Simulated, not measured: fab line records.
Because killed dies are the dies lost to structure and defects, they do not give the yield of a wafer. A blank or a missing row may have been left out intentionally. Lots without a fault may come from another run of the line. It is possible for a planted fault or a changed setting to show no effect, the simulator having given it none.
Check for tools in common || flow sky130 || 14 lots, 42 wafers sampled

REASON IT WAS OPENED
At SKY_VT_ADJUST_NCORE_TW_MEAS_11 the reading VT_ADJUST_NCORE_TW is flagged on 2 of 14 lots. No-fault wafers: 217.9, standard deviation 1.9.
Rule: flag the lot when none of its wafers has a number, or when each of its wafers that has one lies beyond 4 standard deviations from that mean. All remaining lots are regarded as sound.

{"lot": "L238", "measured": "day 9 01:40", "on": "filmMetro-04", "VT_ADJUST_NCORE_TW, wafer by wafer": "220.6 221.3 222.8", "flag": ""}
{"lot": "L239", "measured": "day 9 03:14", "on": "filmMetro-02", "VT_ADJUST_NCORE_TW, wafer by wafer": "218.3 217.2 218.2", "flag": ""}
{"lot": "L243", "measured": "day 10 09:59", "on": "filmMetro-01", "VT_ADJUST_NCORE_TW, wafer by wafer": "217.9 219.0 218.4", "flag": ""}
{"lot": "L247", "measured": "day 11 11:46", "on": "filmMetro-01", "VT_ADJUST_NCORE_TW, wafer by wafer": "29.4 29.3 29.3", "flag": "FLAGGED"}
{"lot": "L248", "measured": "day 11 20:42", "on": "filmMetro-02", "VT_ADJUST_NCORE_TW, wafer by wafer": "29.9 29.9 29.8", "flag": "FLAGGED"}
{"lot": "L249", "measured": "day 12 05:52", "on": "filmMetro-02", "VT_ADJUST_NCORE_TW, wafer by wafer": "218.4 217.3 218.0", "flag": ""}
{"lot": "L250", "measured": "day 12 15:08", "on": "filmMetro-02", "VT_ADJUST_NCORE_TW, wafer by wafer": "218.2 217.6 217.9", "flag": ""}
{"lot": "L251", "measured": "day 12 19:23", "on": "filmMetro-01", "VT_ADJUST_NCORE_TW, wafer by wafer": "217.3 217.5 217.5", "flag": ""}
{"lot": "L252", "measured": "day 13 02:55", "on": "filmMetro-02", "VT_ADJUST_NCORE_TW, wafer by wafer": "218.9 219.0 218.2", "flag": ""}
{"lot": "L254", "measured": "day 13 17:16", "on": "filmMetro-02", "VT_ADJUST_NCORE_TW, wafer by wafer": "218.7 218.8 217.9", "flag": ""}
{"lot": "L256", "measured": "day 14 03:23", "on": "filmMetro-01", "VT_ADJUST_NCORE_TW, wafer by wafer": "215.2 217.7 216.7", "flag": ""}
{"lot": "L257", "measured": "day 14 11:43", "on": "filmMetro-01", "VT_ADJUST_NCORE_TW, wafer by wafer": "215.4 216.9 216.7", "flag": ""}
{"lot": "L258", "measured": "day 14 20:38", "on": "filmMetro-01", "VT_ADJUST_NCORE_TW, wafer by wafer": "216.2 217.2 217.1", "flag": ""}
{"lot": "L259", "measured": "day 15 18:14", "on": "filmMetro-02", "VT_ADJUST_NCORE_TW, wafer by wafer": "217.0 216.8 217.7", "flag": ""}
Averaged over the flagged lots the numbers come to 29.6, -188.3 from the usual (-99 or more standard deviations).

WHICH TOOL RAN EACH LOT
Before the reading, the record contains 2 process steps out of a 708-step route. Read each cell as the tool, then ch plus the chambers that the sampled wafers visited, then the start.
{"lot": "L238", "flag": "", "SKY_VT_ADJUST_NCORE_IMPLANT_09": "implanter-02 ch 0, day 9 01:26", "SKY_VT_ADJUST_NCORE_STRIP_10": "plasmaAsher-04 ch 0,1, day 9 01:34"}
{"lot": "L239", "flag": "", "SKY_VT_ADJUST_NCORE_IMPLANT_09": "implanter-01 ch 0, day 9 02:59", "SKY_VT_ADJUST_NCORE_STRIP_10": "plasmaAsher-03 ch 0,1, day 9 03:08"}
{"lot": "L243", "flag": "", "SKY_VT_ADJUST_NCORE_IMPLANT_09": "implanter-01 ch 0, day 10 09:44", "SKY_VT_ADJUST_NCORE_STRIP_10": "plasmaAsher-02 ch 0,1, day 10 09:53"}
{"lot": "L247", "flag": "FLAGGED", "SKY_VT_ADJUST_NCORE_IMPLANT_09": "implanter-02, day 11 11:31", "SKY_VT_ADJUST_NCORE_STRIP_10": "plasmaAsher-04 ch 0,1, day 11 11:40"}
{"lot": "L248", "flag": "FLAGGED", "SKY_VT_ADJUST_NCORE_IMPLANT_09": "implanter-03, day 11 20:29", "SKY_VT_ADJUST_NCORE_STRIP_10": "plasmaAsher-04 ch 0,1, day 11 20:37"}
{"lot": "L249", "flag": "", "SKY_VT_ADJUST_NCORE_IMPLANT_09": "implanter-02 ch 0, day 12 05:37", "SKY_VT_ADJUST_NCORE_STRIP_10": "plasmaAsher-04 ch 0,1, day 12 05:46"}
{"lot": "L250", "flag": "", "SKY_VT_ADJUST_NCORE_IMPLANT_09": "implanter-02 ch 0, day 12 14:55", "SKY_VT_ADJUST_NCORE_STRIP_10": "plasmaAsher-04 ch 0,1, day 12 15:02"}
{"lot": "L251", "flag": "", "SKY_VT_ADJUST_NCORE_IMPLANT_09": "implanter-01 ch 0, day 12 19:10", "SKY_VT_ADJUST_NCORE_STRIP_10": "plasmaAsher-02 ch 0,1, day 12 19:17"}
{"lot": "L252", "flag": "", "SKY_VT_ADJUST_NCORE_IMPLANT_09": "implanter-03 ch 0, day 13 02:40", "SKY_VT_ADJUST_NCORE_STRIP_10": "plasmaAsher-04 ch 0,1, day 13 02:49"}
{"lot": "L254", "flag": "", "SKY_VT_ADJUST_NCORE_IMPLANT_09": "implanter-03 ch 0, day 13 17:01", "SKY_VT_ADJUST_NCORE_STRIP_10": "plasmaAsher-04 ch 0,1, day 13 17:10"}
{"lot": "L256", "flag": "", "SKY_VT_ADJUST_NCORE_IMPLANT_09": "implanter-01 ch 0, day 14 03:08", "SKY_VT_ADJUST_NCORE_STRIP_10": "plasmaAsher-04 ch 0,1, day 14 03:17"}
{"lot": "L257", "flag": "", "SKY_VT_ADJUST_NCORE_IMPLANT_09": "implanter-02 ch 0, day 14 11:30", "SKY_VT_ADJUST_NCORE_STRIP_10": "plasmaAsher-02 ch 0,1, day 14 11:37"}
{"lot": "L258", "flag": "", "SKY_VT_ADJUST_NCORE_IMPLANT_09": "implanter-02 ch 0, day 14 20:23", "SKY_VT_ADJUST_NCORE_STRIP_10": "plasmaAsher-04 ch 0,1, day 14 20:32"}
{"lot": "L259", "flag": "", "SKY_VT_ADJUST_NCORE_IMPLANT_09": "implanter-02 ch 0, day 15 18:02", "SKY_VT_ADJUST_NCORE_STRIP_10": "plasmaAsher-02 ch 0,1, day 15 18:08"}
What is done by these steps:
- SKY_VT_ADJUST_NCORE_IMPLANT_09
- SKY_VT_ADJUST_NCORE_STRIP_10: strips in O2/N2.
- SKY_VT_ADJUST_NCORE_TW_MEAS_11

FLAGGED OVER TOTAL, TOOL BY TOOL (the gauges that took the reading come last)
{"step": "SKY_VT_ADJUST_NCORE_IMPLANT_09", "tool": "implanter-01", "lots run": 4, "flagged": 0, "share of the flagged lots": "none", "sound lots run after its first flagged lot": "-"}
{"step": "SKY_VT_ADJUST_NCORE_IMPLANT_09", "tool": "implanter-02", "lots run": 7, "flagged": 1, "share of the flagged lots": "some", "sound lots run after its first flagged lot": "5 (L249,L250,L257,L258,L259)"}
{"step": "SKY_VT_ADJUST_NCORE_IMPLANT_09", "tool": "implanter-03", "lots run": 3, "flagged": 1, "share of the flagged lots": "some", "sound lots run after its first flagged lot": "2 (L252,L254)"}
{"step": "SKY_VT_ADJUST_NCORE_STRIP_10", "tool": "plasmaAsher-02", "lots run": 4, "flagged": 0, "share of the flagged lots": "none", "sound lots run after its first flagged lot": "-"}
{"step": "SKY_VT_ADJUST_NCORE_STRIP_10", "tool": "plasmaAsher-03", "lots run": 1, "flagged": 0, "share of the flagged lots": "none", "sound lots run after its first flagged lot": "-"}
{"step": "SKY_VT_ADJUST_NCORE_STRIP_10", "tool": "plasmaAsher-04", "lots run": 9, "flagged": 2, "share of the flagged lots": "all", "sound lots run after its first flagged lot": "6 (L249,L250,L252,L254,L256,L258)"}
{"step": "SKY_VT_ADJUST_NCORE_TW_MEAS_11", "tool": "filmMetro-01", "lots run": 6, "flagged": 1, "share of the flagged lots": "some", "sound lots run after its first flagged lot": "4 (L251,L256,L257,L258)"}
{"step": "SKY_VT_ADJUST_NCORE_TW_MEAS_11", "tool": "filmMetro-02", "lots run": 7, "flagged": 1, "share of the flagged lots": "some", "sound lots run after its first flagged lot": "5 (L249,L250,L252,L254,L259)"}
{"step": "SKY_VT_ADJUST_NCORE_TW_MEAS_11", "tool": "filmMetro-04", "lots run": 1, "flagged": 0, "share of the flagged lots": "none", "sound lots run after its first flagged lot": "-"}

THE TABLE: WHAT IT ALLOWS
In the table, 1 row covers all flagged lots: plasmaAsher-04 at SKY_VT_ADJUST_NCORE_STRIP_10.
- plasmaAsher-04 at SKY_VT_ADJUST_NCORE_STRIP_10 ran 9 lots, 2 of them flagged. After the first flagged lot (L249, L250, L252, L254, L256, L258), sound lots still ran on it; a lasting fault on the whole tool would not permit that.
Not one row of the table ran every flagged lot while running no sound lot after the first.

WHAT THE SIMULATOR HAD PUT IN
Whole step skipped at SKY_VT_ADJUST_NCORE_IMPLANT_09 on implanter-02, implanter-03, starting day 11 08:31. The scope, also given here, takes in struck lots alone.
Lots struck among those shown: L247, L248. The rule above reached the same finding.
